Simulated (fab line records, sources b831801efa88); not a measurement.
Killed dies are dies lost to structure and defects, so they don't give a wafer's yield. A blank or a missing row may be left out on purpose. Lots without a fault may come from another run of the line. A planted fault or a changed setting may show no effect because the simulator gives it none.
One fault seen from 2 desks | flow gf180mcu | each desk has only its own numbers; what lay behind them comes last

THE METROLOGY DESK
What the gauges read, lot by lot, whatever tool the lot ran on: means of the sampled wafers that have a number. A lot is out of limits, marked OUT, if its mean lies more than 4 standard deviations from the usual mean; the brackets give that distance.
Columns: A = cd_nm at GF_STI_CD_MEAS_12, usual 219.9 nm
lot  | first seen here | A
L482 | day 2 02:18     | 218.9
L485 | day 2 17:23     | 218.5
L486 | day 2 21:59     | 221.0
L487 | day 3 02:50     | 219.8
L488 | day 3 07:34     | 220.3
L490 | day 3 18:37     | 220.0
L493 | day 4 10:44     | 213.9 (-4.3) OUT
L495 | day 5 00:50     | 218.6
L496 | day 5 01:34     | 220.9
L497 | day 5 06:56     | 213.4 (-4.6) OUT
L500 | day 5 21:56     | 221.4
L503 | day 6 14:19     | 222.7
L505 | day 7 01:44     | 220.8
This desk's finding: out of limits on L493, L497; first on L493, day 4 10:44 (cd_nm at GF_STI_CD_MEAS_12). In limits: L482, L485, L486, L487, L488, L490, L495, L496, L500, L503, L505.

THE TOOL OWNER'S DESK: litho_track-01
The tool's own readings at GF_STI_PEB_10 (peb time 90 s): means of the sampled wafers that have a number, for each lot that ran on this tool. A lot is out of limits, marked OUT, if its mean lies more than 4 standard deviations from the usual mean; the brackets give that distance.
Columns: A = heater_power_total_W at GF_STI_PEB_10, usual 85.69 W; B = plate_temp_C at GF_STI_PEB_10, usual 134.97 C
lot  | first seen here | A               | B
L486 | day 2 21:40     | 85.69           | 135.00
L487 | day 3 02:31     | 85.63           | 135.12
L488 | day 3 07:13     | 85.68           | 135.25
L490 | day 3 18:16     | 85.62           | 134.91
L493 | day 4 10:25     | 87.99 (+29) OUT | 137.56 (+17) OUT
L497 | day 5 06:37     | 87.98 (+29) OUT | 137.91 (+20) OUT
This desk's finding: out of limits on L493, L497; first on L493, day 4 10:25 (heater_power_total_W at GF_STI_PEB_10). In limits: L486, L487, L488, L490.

PUT TOGETHER
The tool owner's desk could have raised an alarm at day 4 10:25, on L493, L497.
The metrology desk could have raised an alarm at day 4 10:44, on L493, L497.
Of the lots named, all ran GF_STI_PEB_10 on litho_track-01.

WHAT THE SIMULATOR HAD PUT IN
Process parameter drift: litho_track-01, from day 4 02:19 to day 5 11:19, at GF_STI_PEB_10. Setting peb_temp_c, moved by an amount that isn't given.
Lots struck among those shown: L493, L497.
Hours from the fault's start to each desk's first reading out of limits: the tool owner's desk, 8; the metrology desk, 8.
